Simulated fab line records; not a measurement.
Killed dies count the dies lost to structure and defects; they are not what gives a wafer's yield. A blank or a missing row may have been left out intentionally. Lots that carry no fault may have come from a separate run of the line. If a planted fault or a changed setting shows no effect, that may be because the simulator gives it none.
fab line records    flow sky130
record lots=11  wafers=33  lastDay=50
route steps=708 shown VIA3@593 METAL4@635 PAD_OPEN@708
lots untouched by any fault: they come from a run of this same line in which no faults occurred
startH: start of the lot's first displayed wafer, in hours after the record's first day    waitH: how many hours have passed since the lot's step before this one    " same as the row above    L1.1+2: a row that stands for several wafers    - either no value or no given start    * or withheld: withheld    < > ~ a bound
route shown NAME@n: a module of which the file shows steps, and the number in the route of the first    usual: mean/standard deviation of fault-free wafers    same: alike in all rows    chamber/n: place in a boat    sites: the reading at each site    _std_site: the values' standard deviation    _edge_site: outer sites' mean less inner sites'    radiusMm: how far each site lies from the wafer's centre    mask NAME#n: copy n    behind: the tool/chamber that last shaped the wafer    hold: why the lot went on hold/how many hours it stayed there/how the hold came to an end    device: the n, p or np transistor that did not switch    end of line: tests run on the same wafers once the route is complete    a step given without rows: its recipe and nothing more    killed: at the first sort, the dies lost to defects and structure; wafer yield is something else    map: dies across one wafer; x = killed, . = not, _ = none there
set.NAME: the setting that was run; set.NAME@STEP: the one run at that earlier step    model.NAME: the simulator's own value behind a step, which no gauge read
the route's steps for a sample of lots (tables are steps, rows are wafers)
services: a tool's chamber out of use, with start hour (startH, from the record's first day; less than 0 if before it), hours out, and reason
## steps
# step SKY_VIA3_SPUTTER_20
# recipe material=TiN  targetThkNm=20  chamberPressurePa=5  powerW=4000  timeS=80
# usual throttleValvePct=29.5/1
lot.wafer  tool           chamber  startH   waitH  throttleValvePct
L987.2     pvdSputter-03  -        932.37   0.0    28.3
L987.5     "              -        "        "      30.5
L987.6     "              -        "        "      27.9
L988.2     pvdSputter-01  -        935.58   0.0    28.1
L988.4     "              -        "        "      30.2
L988.5     "              -        "        "      30.0
L989.2     pvdSputter-03  -        948.58   0.0    28.7
L989.4     "              -        "        "      28.1
L989.6     "              -        "        "      29.0
L991.3     pvdSputter-01  -        981.09   0.0    29.9
L991.4     "              -        "        "      30.4
L991.5     "              -        "        "      30.3
L990.1     pvdSputter-04  -        982.46   0.0    30.2
L990.5     "              -        "        "      30.2
L990.6     "              -        "        "      30.8
L103.1     pvdSputter-04  -        1043.96  0.0    31.1
L103.3     "              -        "        "      30.2
L103.5     "              -        "        "      30.2
L104.4     pvdSputter-03  -        1050.54  0.0    29.0
L104.5     "              -        "        "      29.0
L104.6     "              -        "        "      28.2
L106.1     pvdSputter-04  -        1063.21  0.0    30.5
L106.2     "              -        "        "      30.0
L106.6     "              -        "        "      30.2
L107.2     pvdSputter-04  -        1078.96  0.0    29.9
L107.4     "              -        "        "      30.8
L107.5     "              -        "        "      31.0
L108.1     pvdSputter-04  -        1080.34  0.0    30.0
L108.2     "              -        "        "      31.1
L108.5     "              -        "        "      29.4
L109.3     pvdSputter-03  -        1081.06  0.0    29.2
L109.5     "              -        "        "      30.8
L109.6     "              -        "        "      28.2
# step SKY_VIA3_RS_MEAS_22
# recipe thkMeasGauge=four-point-probe  reads=W_of_VIA3_CVD_21+TiN_of_VIA3_SPUTTER_20
# usual VIA3_W_RS=0.294/0.0046
lot.wafer  tool          chamber  startH   waitH  VIA3_W_RS[ohm/sq]
L987.2     filmMetro-03  -        932.57   0.1    0.294
L987.5     "             -        "        "      0.293
L987.6     "             -        "        "      0.294
L988.2     filmMetro-04  -        935.78   0.1    0.296
L988.4     "             -        "        "      0.298
L988.5     "             -        "        "      0.300
L989.2     filmMetro-03  -        948.78   0.1    0.285
L989.4     "             -        "        "      0.295
L989.6     "             -        "        "      0.296
L991.3     filmMetro-03  -        981.31   0.1    0.297
L991.4     "             -        "        "      0.288
L991.5     "             -        "        "      0.293
L990.1     filmMetro-04  -        982.64   0.1    0.290
L990.5     "             -        "        "      0.295
L990.6     "             -        "        "      0.294
L103.1     filmMetro-01  -        1044.15  0.1    0.299
L103.3     "             -        "        "      0.297
L103.5     "             -        "        "      0.298
L104.4     filmMetro-03  -        1050.78  0.1    0.298
L104.5     "             -        "        "      0.296
L104.6     "             -        "        "      0.295
L106.1     filmMetro-01  -        1063.39  0.1    0.287
L106.2     "             -        "        "      0.291
L106.6     "             -        "        "      0.300
L107.2     filmMetro-04  -        1079.16  0.1    0.297
L107.4     "             -        "        "      0.294
L107.5     "             -        "        "      0.296
L108.1     filmMetro-03  -        1080.52  0.1    0.288
L108.2     "             -        "        "      0.301
L108.5     "             -        "        "      0.290
L109.3     filmMetro-04  -        1081.29  0.1    0.288
L109.5     "             -        "        "      0.293
L109.6     "             -        "        "      0.296
# step SKY_VIA3_CMP_24
# recipe stopOn=SiO2  tOverpolishS=20  downForcePsi=3.5  platenRpm=60  targetThkNm=0  padVelocityMS=0.94248
# usual motorCurrentA=11.2/1.4  overpolishRunS=20.001/0.0083  slurryFlowMlMin=150.0/0.47  timeToEndpointS=97/4.6
lot.wafer  tool    chamber  startH   waitH  motorCurrentA  overpolishRunS  slurryFlowMlMin  timeToEndpointS
L987.2     cmp-01  2        932.78   0.1    12.2           19.992          150.1            97
L987.6     "       1        "        "      12.7           20.007          149.9            100
L987.5     "       2        "        "      11.3           19.995          150.5            99
L988.2     cmp-02  3        935.94   0.0    8.6            20.009          150.4            93
L988.4     "       2        "        "      11.4           20.016          151.1            100
L988.5     "       0        "        "      11.0           19.995          150.6            101
L989.2     cmp-02  2        948.94   0.0    12.3           19.988          150.6            102
L989.4     "       3        "        "      8.1            20.011          149.5            92
L989.6     "       3        "        "      8.7            19.989          150.2            93
L991.4     cmp-02  0        981.45   0.0    11.5           19.982          150.0            109
L991.3     "       3        "        "      8.1            19.988          149.7            95
L991.5     "       0        "        "      10.9           19.988          149.6            104
L990.1     cmp-01  0        982.97   0.2    12.9           20.005          149.9            96
L990.6     "       1        "        "      12.5           20.010          149.4            100
L990.5     "       2        "        "      12.1           20.011          149.6            99
L103.3     cmp-02  2        1044.39  0.1    11.8           19.996          150.0            106
L103.1     "       1        "        "      10.4           20.019          149.3            101
L103.5     "       2        "        "      11.8           20.010          150.5            102
L104.4     cmp-01  0        1050.90  0.0    12.9           19.998          150.3            97
L104.5     "       0        "        "      12.4           19.995          149.4            95
L104.6     "       1        "        "      12.5           19.997          150.5            94
L106.2     cmp-02  3        1063.78  0.3    8.5            20.001          150.3            94
L106.1     "       0        "        "      11.6           19.994          150.3            103
L106.6     "       2        "        "      11.6           19.994          150.2            98
L107.4     cmp-01  0        1079.42  0.1    12.5           19.995          149.4            92
L107.2     "       1        "        "      12.7           20.012          148.4            95
L107.5     "       2        "        "      11.2           20.005          150.8            93
L108.1     cmp-02  2        1080.80  0.1    11.6           20.007          149.9            104
L108.2     "       3        "        "      8.5            20.008          150.4            92
L108.5     "       1        "        "      10.9           19.995          150.1            100
L109.3     cmp-01  2        1081.58  0.2    12.3           19.991          149.6            93
L109.6     "       3        "        "      10.1           20.010          150.2            89
L109.5     "       0        "        "      13.2           19.989          150.2            95
# step SKY_METAL4_STRIP_19
# recipe chemistry=O2/N2  powerW=1400  pressureMtorr=1500  platenTempC=withheld  o2FlowSccm=3000  n2FlowSccm=300  overashFraction=0.5
# usual chamberPressureMTorr=1500.0/1.4  drypumpMotorCurrentA=5.7/0.49  o2FlowSccm=3001/7.7  oesProductAu=0.503/0.0063  stripTimeToEndpointS=6.56/0.088
lot.wafer  tool            chamber  startH   waitH  chamberPressureMTorr  drypumpMotorCurrentA  o2FlowSccm  oesProductAu  rfHoursCounterH  stripTimeToEndpointS
L987.2     plasmaAsher-01  0        981.87   0.1    1498.2                6.1                   3000        0.494         118              6.45
L987.5     "               1        "        "      1502.6                6.3                   2999        0.500         -                6.50
L987.6     "               0        "        "      1500.3                6.1                   3008        0.509         -                6.60
L988.2     plasmaAsher-03  0        985.96   0.1    1500.4                6.0                   2989        0.507         83               6.63
L988.4     "               0        "        "      1497.0                6.0                   2994        0.493         -                6.44
L988.5     "               1        "        "      1500.1                5.7                   2992        0.508         -                6.61
L989.2     plasmaAsher-03  0        997.17   0.1    1501.1                6.0                   3003        0.508         84               6.65
L989.4     "               0        "        "      1501.9                6.0                   2981        0.499         -                6.51
L989.6     "               1        "        "      1497.9                5.7                   2998        0.507         -                6.61
L991.3     plasmaAsher-03  0        1028.21  0.1    1501.2                6.0                   3005        0.510         -                6.56
L991.4     "               1        "        "      1500.6                5.7                   3011        0.506         -                6.70
L991.5     "               1        "        "      1500.9                5.7                   3002        0.500         -                6.59
L990.1     plasmaAsher-02  0        1029.86  0.1    1499.3                4.9                   3012        0.500         61               6.52
L990.5     "               0        "        "      1499.1                4.9                   3002        0.506         -                6.45
L990.6     "               1        "        "      1503.2                5.7                   2990        0.501         -                6.56
L103.1     plasmaAsher-02  0        1088.62  0.1    -                     -                     -           -             -                -
L103.3     "               0        "        "      -                     -                     -           -             -                -
L103.5     "               1        "        "      -                     -                     -           -             -                -
L104.4     plasmaAsher-02  0        1093.54  0.1    -                     -                     -           -             -                -
L104.5     "               1        "        "      -                     -                     -           -             -                -
L104.6     "               0        "        "      -                     -                     -           -             -                -
L106.1     plasmaAsher-01  1        1105.79  0.1    1499.6                6.3                   2996        0.502         4                6.58
L106.2     "               0        "        "      1503.3                6.2                   3011        0.505         4                6.47
L106.6     "               0        "        "      1498.1                6.1                   3000        0.497         -                6.44
L107.2     plasmaAsher-03  0        1120.79  0.1    1500.8                6.0                   3005        0.509         95               6.61
L107.4     "               1        "        "      1500.5                5.7                   2998        0.498         -                6.51
L107.5     "               0        "        "      1500.0                6.0                   2997        0.513         -                6.60
L108.1     plasmaAsher-02  0        1122.57  0.1    1501.8                4.8                   3008        0.510         71               6.65
L108.2     "               1        "        "      1499.8                5.7                   2995        0.513         71               6.71
L108.5     "               0        "        "      1500.1                4.9                   3009        0.501         -                6.66
L109.3     plasmaAsher-03  0        1123.27  0.1    1501.2                6.0                   3009        0.511         -                6.61
L109.5     "               1        "        "      1502.0                5.8                   2991        0.504         -                6.52
L109.6     "               0        "        "      1501.3                6.0                   3004        0.515         -                6.69
# step SKY_PAD_OPEN_PROBE_99
# usual defectLimitedYield=82.9/2  killed_at_M0_to_M3=42/7.4  killed_at_M4_up=3.3/2.1  killedAtContacts=24/5.3  killedAtFrontEnd=15/4.5  killedAtOther=0.3/0.57  killedDies=84/10  killedOnRim=17/3.8  killedOpen=46/7.5  killedShort=38/6.4  sort_bin_3_pad_short=0.9/0.44  sort_bin_5_function=10.2/1.5  sort_bin_6_memory=6.0/1.1  sortNPass=408/10  sortYieldPct=82.9/2
# same grossDies=492  killedAtBackSide=0  sort_bin_4_leakage[%]=0  sort_bin_8_speed[%]=0
lot.wafer  tool       chamber  startH   waitH  hold                   defectLimitedYield[%]  killed_at_M0_to_M3  killed_at_M4_up  killedAtContacts  killedAtFrontEnd  killedAtOther  killedDies  killedOnRim  killedOpen  killedShort  sort_bin_3_pad_short[%]  sort_bin_5_function[%]  sort_bin_6_memory[%]  sortNPass  sortYieldPct[%]
L987.2     prober-01  -        1075.64  0.1    -                      83.7                   39                  1                28                12                0              80          14           49          31           0.6                      11.6                    4.1                   412        83.7
L987.5     prober-01  -        1075.79  0.2    -                      78.0                   50                  9                30                19                0              108         20           59          48           0.8                      12.2                    8.9                   384        78.0
L987.6     prober-01  -        1075.84  0.2    -                      82.7                   43                  3                25                14                0              85          22           53          32           1.0                      9.6                     6.7                   407        82.7
L988.2     prober-02  -        1080.25  0.1    -                      83.5                   38                  2                24                17                0              81          12           42          39           0.4                      10.6                    5.5                   411        83.5
L988.4     prober-02  -        1080.35  0.2    -                      83.7                   45                  4                16                15                0              80          18           38          42           0.8                      9.6                     5.9                   412        83.7
L988.5     prober-02  -        1080.40  0.2    -                      80.7                   43                  2                35                15                0              95          20           52          43           0.8                      12.4                    6.1                   397        80.7
L989.2     prober-01  -        1091.30  0.1    -                      81.7                   45                  0                26                18                1              90          23           48          42           2.0                      9.1                     7.1                   402        81.7
L989.4     prober-01  -        1091.40  0.2    -                      82.5                   46                  5                20                15                0              86          19           44          40           0.6                      10.6                    6.3                   406        82.5
L989.6     prober-01  -        1091.50  0.2    -                      80.7                   55                  5                20                15                0              95          17           59          36           0.8                      10.8                    7.7                   397        80.7
L991.3     prober-01  -        1119.04  0.2    -                      82.7                   38                  4                30                13                0              85          21           42          43           0.6                      10.2                    6.5                   407        82.7
L991.4     prober-01  -        1119.09  0.2    -                      81.5                   50                  7                22                12                0              91          17           43          48           0.8                      11.0                    6.7                   401        81.5
L991.5     prober-01  -        1119.14  0.2    -                      82.1                   46                  3                19                20                0              88          15           41          47           1.0                      11.4                    5.5                   404        82.1
L990.1     prober-02  -        1119.09  0.1    -                      83.5                   27                  1                28                24                1              81          18           40          40           0.8                      10.4                    5.3                   411        83.5
L990.5     prober-02  -        1119.29  0.2    -                      85.8                   34                  5                14                15                2              70          14           37          31           0.6                      8.9                     4.7                   422        85.8
L990.6     prober-02  -        1119.34  0.2    -                      81.3                   46                  3                27                15                1              92          19           48          44           1.4                      10.8                    6.5                   400        81.3
L103.1     prober-02  -        1170.27  0.1    awaitDispo/6.0h/scrap  0                      38                  411              33                10                0              492         96           48          33           0.2                      94.1                    5.7                   0          0
L103.3     prober-02  -        1170.37  0.2    awaitDispo/6.0h/scrap  0                      44                  406              28                12                2              492         96           47          40           1.8                      92.9                    5.3                   0          0
L103.5     prober-02  -        1170.47  0.2    awaitDispo/6.0h/scrap  0                      48                  409              24                11                0              492         96           42          46           1.2                      92.1                    6.7                   0          0
L104.4     prober-01  -        1174.71  0.2    awaitDispo/1.1h/scrap  0                      47                  408              27                9                 1              492         96           55          32           0.4                      93.1                    6.5                   0          0
L104.5     prober-01  -        1174.76  0.2    awaitDispo/1.1h/scrap  0                      37                  423              16                13                3              492         96           34          35           0.2                      93.7                    6.1                   0          0
L104.6     prober-01  -        1174.81  0.2    awaitDispo/1.1h/scrap  0                      44                  408              24                15                1              492         96           45          39           1.0                      93.7                    5.3                   0          0
L106.1     prober-01  -        1183.78  0.1    -                      84.6                   41                  2                22                11                0              76          17           35          41           2.0                      7.7                     5.7                   416        84.6
L106.2     prober-01  -        1183.83  0.1    -                      80.3                   51                  3                31                10                2              97          23           49          48           1.6                      11.2                    6.9                   395        80.3
L106.6     prober-01  -        1184.03  0.2    -                      83.5                   39                  3                23                16                0              81          20           38          43           0.4                      8.9                     7.1                   411        83.5
L107.2     prober-02  -        1195.27  0.1    -                      82.3                   41                  2                26                18                0              87          16           51          36           0.4                      11.6                    5.7                   405        82.3
L107.4     prober-02  -        1195.37  0.2    -                      82.9                   32                  3                35                14                0              84          18           51          33           0.6                      11.6                    4.9                   408        82.9
L107.5     prober-02  -        1195.42  0.2    -                      83.1                   30                  4                23                26                0              83          9            47          36           1.2                      10.0                    5.7                   409        83.1
L108.1     prober-01  -        1196.08  0.1    -                      84.3                   38                  1                22                16                0              77          15           47          30           1.8                      10.6                    3.3                   415        84.3
L108.2     prober-01  -        1196.13  0.1    -                      85.0                   37                  3                22                12                0              74          13           38          36           0.6                      8.9                     5.5                   418        85.0
L108.5     prober-01  -        1196.28  0.2    -                      79.5                   43                  3                39                15                1              101         16           55          46           1.4                      10.8                    8.3                   391        79.5
L109.3     prober-02  -        1199.15  0.2    -                      87.0                   23                  6                19                16                0              64          14           35          29           0.4                      8.3                     4.3                   428        87.0
L109.5     prober-02  -        1199.25  0.2    -                      81.9                   45                  6                23                15                0              89          21           44          45           1.0                      10.8                    6.3                   403        81.9
L109.6     prober-02  -        1199.30  0.2    -                      77.2                   59                  1                33                19                0              112         21           71          41           0.6                      14.6                    7.5                   380        77.2
# killed by level:class
L987.2 VIA1:geometricParticle:open=13 CONTACT:geometricParticle:open=11 LOCAL_INTERCONNECT:geometricParticle:short=6 VIA2:geometricParticle:open=6 METAL2:geometricParticle:short=5 FIELD_ISO:geometricParticle:open=4 VIA3:geometricParticle:open=4 FIELD_ISO:geometricParticle:short=3
L987.5 CONTACT:geometricParticle:open=11 VIA3:geometricParticle:open=11 LI_CONTACT:geometricParticle:open=10 METAL2:geometricParticle:short=9 VIA1:geometricParticle:open=6 VIA2:geometricParticle:open=6 VIA3:geometricParticle:short=6 LOCAL_INTERCONNECT:geometricParticle:short=5
L987.6 VIA1:geometricParticle:open=11 LI_CONTACT:geometricParticle:open=10 VIA3:geometricParticle:open=6 CONTACT:geometricParticle:open=6 FIELD_ISO:geometricParticle:open=5 METAL1:geometricParticle:short=5 METAL2:geometricParticle:short=5 LOCAL_INTERCONNECT:geometricParticle:short=4
L988.2 VIA1:geometricParticle:open=12 METAL1:geometricParticle:short=8 CONTACT:geometricParticle:short=7 VIA2:geometricParticle:open=6 POLY_GATE:geometricParticle:open=5 LI_CONTACT:geometricParticle:open=5 LOCAL_INTERCONNECT:geometricParticle:short=5 CONTACT:geometricParticle:open=5
L988.4 VIA1:geometricParticle:open=13 METAL3:geometricParticle:short=6 VIA3:geometricParticle:open=6 CONTACT:geometricParticle:open=5 METAL1:geometricParticle:short=5 POLY_GATE:geometricParticle:short=4 LI_CONTACT:geometricParticle:open=4 VIA2:geometricParticle:open=4
L988.5 CONTACT:geometricParticle:open=11 VIA2:geometricParticle:open=9 LI_CONTACT:geometricParticle:open=8 CONTACT:geometricParticle:short=6 VIA1:geometricParticle:open=6 FIELD_ISO:geometricParticle:open=5 LI_CONTACT:geometricParticle:short=5 VIA3:geometricParticle:open=5
L989.2 VIA2:geometricParticle:open=12 VIA1:geometricParticle:open=9 CONTACT:geometricParticle:open=9 CONTACT:geometricParticle:short=7 METAL2:geometricParticle:short=6 LOCAL_INTERCONNECT:geometricParticle:short=5 FIELD_ISO:geometricParticle:open=4 POLY_GATE:geometricParticle:short=4
L989.4 VIA1:geometricParticle:open=12 VIA2:geometricParticle:open=6 CONTACT:geometricParticle:open=5 LI_CONTACT:geometricParticle:short=4 LOCAL_INTERCONNECT:geometricParticle:short=4 METAL1:geometricParticle:open=4 CONTACT:geometricParticle:short=4 METAL1:geometricParticle:short=4
L989.6 VIA1:geometricParticle:open=15 VIA2:geometricParticle:open=10 CONTACT:geometricParticle:open=8 METAL2:geometricParticle:short=6 LI_CONTACT:geometricParticle:open=5 VIA1:geometricParticle:short=5 VIA3:geometricParticle:open=5 VIA3:geometricParticle:short=4
L991.3 CONTACT:geometricParticle:open=13 METAL2:geometricParticle:short=8 LI_CONTACT:geometricParticle:open=7 VIA1:geometricParticle:short=6 VIA1:geometricParticle:open=5 CONTACT:geometricParticle:short=5 VIA3:geometricParticle:open=5 METAL1:geometricParticle:short=4
L990.1 FIELD_ISO:geometricParticle:open=9 LI_CONTACT:geometricParticle:open=8 FIELD_ISO:geometricParticle:short=7 CONTACT:geometricParticle:open=7 VIA2:geometricParticle:open=7 CONTACT:geometricParticle:short=6 POLY_GATE:geometricParticle:short=5 LI_CONTACT:geometricParticle:short=4
L991.4 VIA1:geometricParticle:open=11 METAL2:geometricParticle:short=9 VIA2:geometricParticle:open=8 VIA3:geometricParticle:open=6 METAL4:geometricParticle:short=6 LI_CONTACT:geometricParticle:short=5 LI_CONTACT:geometricParticle:open=5 METAL1:geometricParticle:short=5
L991.5 METAL2:geometricParticle:short=10 METAL1:geometricParticle:short=9 LI_CONTACT:geometricParticle:open=7 VIA2:geometricParticle:open=7 VIA3:geometricParticle:open=5 FIELD_ISO:geometricParticle:short=4 SPACER:geometricParticle:open=4 CONTACT:geometricParticle:open=4
L990.5 LI_CONTACT:geometricParticle:open=9 METAL1:geometricParticle:short=8 VIA1:geometricParticle:open=8 METAL4:geometricParticle:short=4 VIA3:geometricParticle:short=4 VIA2:geometricParticle:open=4 FIELD_ISO:geometricParticle:open=3 POLY_GATE:geometricParticle:short=3
L990.6 CONTACT:geometricParticle:open=13 VIA1:geometricParticle:open=8 METAL1:geometricParticle:short=7 METAL2:geometricParticle:short=6 LI_CONTACT:geometricParticle:open=5 VIA3:geometricParticle:short=5 LOCAL_INTERCONNECT:geometricParticle:short=4 VIA1:geometricParticle:short=4
L103.1 VIA4:areaHdpcvd=411 VIA1:geometricParticle:open=13 CONTACT:geometricParticle:open=12 LI_CONTACT:geometricParticle:open=6 LI_CONTACT:geometricParticle:short=6 METAL1:geometricParticle:short=5 VIA3:geometricParticle:open=5 FIELD_ISO:geometricParticle:short=4
L103.3 VIA4:areaHdpcvd=404 VIA1:geometricParticle:open=10 CONTACT:geometricParticle:open=8 VIA2:geometricParticle:open=8 LOCAL_INTERCONNECT:geometricParticle:short=6 LI_CONTACT:geometricParticle:short=5 FIELD_ISO:geometricParticle:open=5 LI_CONTACT:geometricParticle:open=5
L103.5 VIA4:areaHdpcvd=403 VIA1:geometricParticle:open=9 METAL2:geometricParticle:short=9 CONTACT:geometricParticle:open=8 METAL1:geometricParticle:short=8 LI_CONTACT:geometricParticle:open=6 VIA1:geometricParticle:short=6 CONTACT:geometricParticle:short=5
L104.4 VIA4:areaHdpcvd=404 VIA1:geometricParticle:open=12 LI_CONTACT:geometricParticle:open=11 CONTACT:geometricParticle:open=10 VIA1:geometricParticle:short=10 VIA3:geometricParticle:open=9 CONTACT:geometricParticle:short=4 METAL1:geometricParticle:short=4
L104.5 VIA4:areaHdpcvd=421 CONTACT:geometricParticle:open=9 VIA1:geometricParticle:open=6 VIA1:geometricParticle:short=5 CONTACT:geometricParticle:short=5 VIA2:geometricParticle:open=5 METAL1:geometricParticle:short=4 METAL3:geometricParticle:short=4
L104.6 VIA4:areaHdpcvd=407 VIA1:geometricParticle:open=8 VIA3:geometricParticle:open=8 POLY_GATE:geometricParticle:short=7 METAL2:geometricParticle:short=7 VIA2:geometricParticle:open=7 CONTACT:geometricParticle:short=6 CONTACT:geometricParticle:open=6
L106.1 CONTACT:geometricParticle:open=9 METAL2:geometricParticle:short=7 CONTACT:geometricParticle:short=6 VIA1:geometricParticle:open=6 VIA3:geometricParticle:open=6 METAL3:geometricParticle:short=6 FIELD_ISO:geometricParticle:short=5 LI_CONTACT:geometricParticle:open=5
L106.2 CONTACT:geometricParticle:open=11 VIA3:geometricParticle:open=9 VIA1:geometricParticle:open=8 METAL3:geometricParticle:short=8 LI_CONTACT:geometricParticle:open=7 LOCAL_INTERCONNECT:geometricParticle:short=6 CONTACT:geometricParticle:short=5 METAL1:geometricParticle:short=5
L106.6 LI_CONTACT:geometricParticle:open=7 FIELD_ISO:geometricParticle:open=6 VIA1:geometricParticle:open=6 METAL3:geometricParticle:short=6 CONTACT:geometricParticle:open=5 CONTACT:geometricParticle:short=5 VIA1:geometricParticle:short=5 METAL2:geometricParticle:short=5
L107.2 CONTACT:geometricParticle:open=12 VIA3:geometricParticle:open=8 VIA1:geometricParticle:open=8 VIA1:geometricParticle:short=7 FIELD_ISO:geometricParticle:short=5 LI_CONTACT:geometricParticle:open=5 VIA3:geometricParticle:short=5 FIELD_ISO:geometricParticle:open=4
L107.4 CONTACT:geometricParticle:open=16 VIA1:geometricParticle:open=7 LOCAL_INTERCONNECT:geometricParticle:short=6 CONTACT:geometricParticle:short=6 METAL2:geometricParticle:short=6 VIA2:geometricParticle:open=6 FIELD_ISO:geometricParticle:open=5 LI_CONTACT:geometricParticle:open=5
L107.5 FIELD_ISO:geometricParticle:open=10 CONTACT:geometricParticle:open=9 POLY_GATE:geometricParticle:short=7 CONTACT:geometricParticle:short=6 VIA2:geometricParticle:open=6 VIA3:geometricParticle:open=5 LI_CONTACT:geometricParticle:open=4 VIA1:geometricParticle:open=4
L108.1 VIA1:geometricParticle:open=16 CONTACT:geometricParticle:open=10 FIELD_ISO:geometricParticle:short=5 VIA2:geometricParticle:open=5 LI_CONTACT:geometricParticle:open=4 VIA3:geometricParticle:open=4 FIELD_ISO:geometricParticle:open=3 POLY_GATE:geometricParticle:short=3
L108.2 VIA1:geometricParticle:open=10 CONTACT:geometricParticle:open=7 FIELD_ISO:geometricParticle:short=6 METAL2:geometricParticle:short=6 CONTACT:geometricParticle:short=5 LI_CONTACT:geometricParticle:open=4 VIA3:geometricParticle:open=4 VIA2:geometricParticle:open=4
L108.5 CONTACT:geometricParticle:open=15 VIA1:geometricParticle:open=13 LI_CONTACT:geometricParticle:open=9 POLY_GATE:geometricParticle:short=7 VIA1:geometricParticle:short=7 METAL1:geometricParticle:short=6 LOCAL_INTERCONNECT:geometricParticle:short=5 CONTACT:geometricParticle:short=5
L109.3 VIA2:geometricParticle:open=8 CONTACT:geometricParticle:open=7 POLY_GATE:geometricParticle:short=5 LI_CONTACT:geometricParticle:open=5 FIELD_ISO:geometricParticle:open=4 CONTACT:geometricParticle:short=4 VIA1:geometricParticle:open=4 METAL4:geometricParticle:short=4
L109.5 CONTACT:geometricParticle:open=9 METAL1:geometricParticle:short=7 VIA1:geometricParticle:short=7 POLY_GATE:geometricParticle:short=6 LI_CONTACT:geometricParticle:open=6 VIA1:geometricParticle:open=6 VIA2:geometricParticle:open=6 FIELD_ISO:geometricParticle:short=5
L109.6 CONTACT:geometricParticle:open=14 VIA2:geometricParticle:open=13 LI_CONTACT:geometricParticle:open=10 VIA1:geometricParticle:open=10 VIA3:geometricParticle:open=10 VIA1:geometricParticle:short=6 POLY_GATE:geometricParticle:short=5 SONOS_ONO:geometricParticle:short=4
## services
tool            chamber  startH   hours  kind
pvdSputter-04   -        911.62   2.0    repair
cmp-02          -        912.54   0.9    repair
cmp-01          -        916.76   4.0    pm
pvdSputter-01   -        945.79   17.2   repair
plasmaAsher-01  -        957.25   1.2    repair
pvdSputter-03   -        965.62   10.3   repair
plasmaAsher-01  -        968.18   7.1    repair
pvdSputter-03   -        974.49   2.7    repair
plasmaAsher-03  -        986.46   5.3    repair
cmp-01          -        992.65   0.4    repair
plasmaAsher-03  -        1011.52  2.3    repair
cmp-02          -        1035.16  9.2    pm
plasmaAsher-01  -        1055.35  9.0    pm
pvdSputter-03   -        1057.93  12.8   repair
cmp-01          -        1081.83  2.0    repair
cmp-02          -        1084.09  16.1   repair
pvdSputter-04   -        1092.30  6.6    repair
plasmaAsher-02  -        1097.00  2.8    pm
cmp-02          -        1100.22  4.0    pm
cmp-02          -        1105.90  2.0    repair
cmp-02          -        1107.77  0.4    repair
cmp-02          -        1111.49  0.8    repair
cmp-01          -        1117.84  1.3    repair
cmp-02          -        1118.50  1.5    repair
## key
firstSign step=SKY_METAL4_STRIP_19  reading=toolRecord  direction=missing
effect step=SKY_PAD_OPEN_PROBE_99  reading=killed_at_M4_up  direction=up  sigmas=99+  usual=3.3  struck=410.8
moreKillsBornAt SKY_VIA4_HDPCVD_00@hdpcvd-01=2450
metAt SKY_METAL4_STRIP_19
struckLots L103,L104
laterRowsLeftOut L103.1,L103.3,L103.5,L104.4,L104.5,L104.6
notActingAt SKY_VIA3_SPUTTER_20,SKY_VIA3_RS_MEAS_22,SKY_VIA3_CMP_24
onsetBetween 1029.86 1088.62
fault kind=skippedStepWhole  tool=plasmaAsher-02  chamber=-  onsetH=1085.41  steps=SKY_METAL4_STRIP_19  scope=struckLotsOnly
# laterRowsLeftOut: the simulator's readings of these wafers behind a module that went badly wrong aren't trusted and aren't shown, but for the sort
